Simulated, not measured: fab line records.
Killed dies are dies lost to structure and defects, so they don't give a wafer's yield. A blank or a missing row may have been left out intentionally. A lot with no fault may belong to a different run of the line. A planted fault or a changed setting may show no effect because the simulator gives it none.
Which tool did it?	flow gf180mcu	Sampling: 12 lots, 36 wafers, 3 of 602 route steps

## WHAT THE GAUGES READ, wafer by wafer
GF_M3_OVL_MEAS_15. Usual: M3_OVL -1 nm, standard deviation 5.3.
lot	measured	on	M3_OVL (nm)	flag
L475	day 21 03:29	overlay-02	-8 5 -3	
L476	day 21 08:47	overlay-02	-5 0 -7	
L478	day 22 14:14	overlay-01	-12 -16 -11	
L480	day 23 04:02	overlay-02	2 1 4	
L490	day 26 18:14	overlay-01	-5 -1 -6	
L491	day 26 22:23	overlay-02	2 3 8	
L492	day 27 02:38	overlay-02	2 3 6	
L493	day 27 12:02	overlay-02	-1 -1 8	
L494	day 27 18:44	overlay-01	-2 -8 2	
L495	day 28 01:29	overlay-01	-5 -2 -3	
L496	day 28 09:50	overlay-02	-5 -6 -9	
L497	day 28 17:29	overlay-01	-9 1 -7	

## WHAT TOOL EACH LOT RAN ON (gives the tool, then ch and the chambers of the sampled wafers, and finally the start)
lot	GF_V1_CMP_04	GF_V1_ETCH_17
L475	cmp-01 ch 0,1,2, day 16 22:44	rie diel-04 ch 1,3, day 21 03:29 or earlier
L476	cmp-01 ch 0,1,3, day 17 05:00	rie diel-02 ch 0,1, day 21 08:47 or earlier
L478	cmp-01 ch 0,1,3, day 18 09:32	rie diel-03 ch 0,1, day 22 14:14 or earlier
L480	cmp-01 ch 1,3, day 18 23:20	rie diel-04 ch 1,2, day 23 04:02 or earlier
L490	cmp-02 ch 1,2,3, day 22 21:12	rie diel-02 ch 0,2,3, day 26 18:14 or earlier
L491	cmp-01 ch 0,1,3, day 23 02:50	rie diel-04 ch 0,2,3, day 26 22:23 or earlier
L492	cmp-02 ch 2,3, day 23 09:23	rie diel-04 ch 1,2,3, day 27 02:38 or earlier
L493	cmp-01 ch 0,1,2, day 23 19:54	rie diel-04 ch 2,3, day 27 12:02 or earlier
L494	cmp-01 ch 0,1,3, day 24 01:27	rie diel-02 ch 1,2,3, day 27 18:44 or earlier
L495	cmp-01 ch 2,3, day 24 09:51	rie diel-04 ch 0,1, day 28 01:29 or earlier
L496	cmp-01 ch 0,1,3, day 24 19:51	rie diel-03 ch 0,1,2, day 28 09:50 or earlier
L497	cmp-01 ch 2,3, day 25 03:11	rie diel-04 ch 1,3, day 28 17:29 or earlier
- GF_V1_CMP_04: polishes SiO2.
- GF_V1_ETCH_17: etches SiO2 in C4F8/O2/Ar, stops on TiN, target depth 630 nm.

## AS READ BY THE TOOLS THEMSELVES (means over the sampled wafers that have a number; for cases with no such wafer, the mark the record gives instead)
GF_V1_CMP_04. Usual: motor current A 11.8 A, standard deviation 0.98; slurry flow ml min 150.0, standard deviation 0.49; time to endpoint s 80 s, standard deviation 5.9.
lot	tool	motor current A (A)	slurry flow ml min	time to endpoint s (s)	flag
L475	cmp-01	11.9	150.4	87	
L476	cmp-01	12.0	150.3	83	
L478	cmp-01	12.6	150.1	79	
L480	cmp-01	12.7	149.8	86	
L490	cmp-02	11.3	150.5	77	
L491	cmp-01	12.3	150.2	77	
L492	cmp-02	11.7	149.9	77	
L493	cmp-01	12.0	150.1	76	
L494	cmp-01	12.4	150.2	80	
L495	cmp-01	12.6	149.7	81	
L496	cmp-01	12.5	150.0	81	
L497	cmp-01	11.9	150.1	89	

GF_V1_ETCH_17. Usual: oes product au reads 0.856 a.u. (standard deviation 0.0043).
lot	tool	oes product au (a.u.)	flag
L475	rie diel-04	0.856	
L476	rie diel-02	0.859	
L478	rie diel-03	0.856	
L480	rie diel-04	0.840	OFF
L490	rie diel-02	0.857	
L491	rie diel-04	0.861	
L492	rie diel-04	0.860	
L493	rie diel-04	0.858	
L494	rie diel-02	0.856	
L495	rie diel-04	0.858	
L496	rie diel-03	0.855	
L497	rie diel-04	0.855	

## THE ANSWER, worked out from the rows above alone
Rule: a lot is off if the mean of its wafers that have a number lies more than 3 standard deviations from the usual mean. A lot without any number at a reading at which 4 lots or more have one is off too. Where the step has rows for the other lots, those lots are counted as sound. After the gauges, taken in route order, come the tools' own readings; for these a lot's mean is taken, as printed above. At the first step where some lot is off, the reading lying furthest off is the one used; lots without a number count as furthest.
Off, at GF_V1_ETCH_17 on oes product au: L480.
If a tool, at that step or one of the process steps before it, ran each lot that is off and ran no sound lot following the first of them, it fits. Because GF_V1_ETCH_17 lacks a start for some lots, the hours and order of its lots are taken from GF_M3_OVL_MEAS_15. Not one of the candidates tried fits.

## WHAT THE SIMULATOR PUT IN
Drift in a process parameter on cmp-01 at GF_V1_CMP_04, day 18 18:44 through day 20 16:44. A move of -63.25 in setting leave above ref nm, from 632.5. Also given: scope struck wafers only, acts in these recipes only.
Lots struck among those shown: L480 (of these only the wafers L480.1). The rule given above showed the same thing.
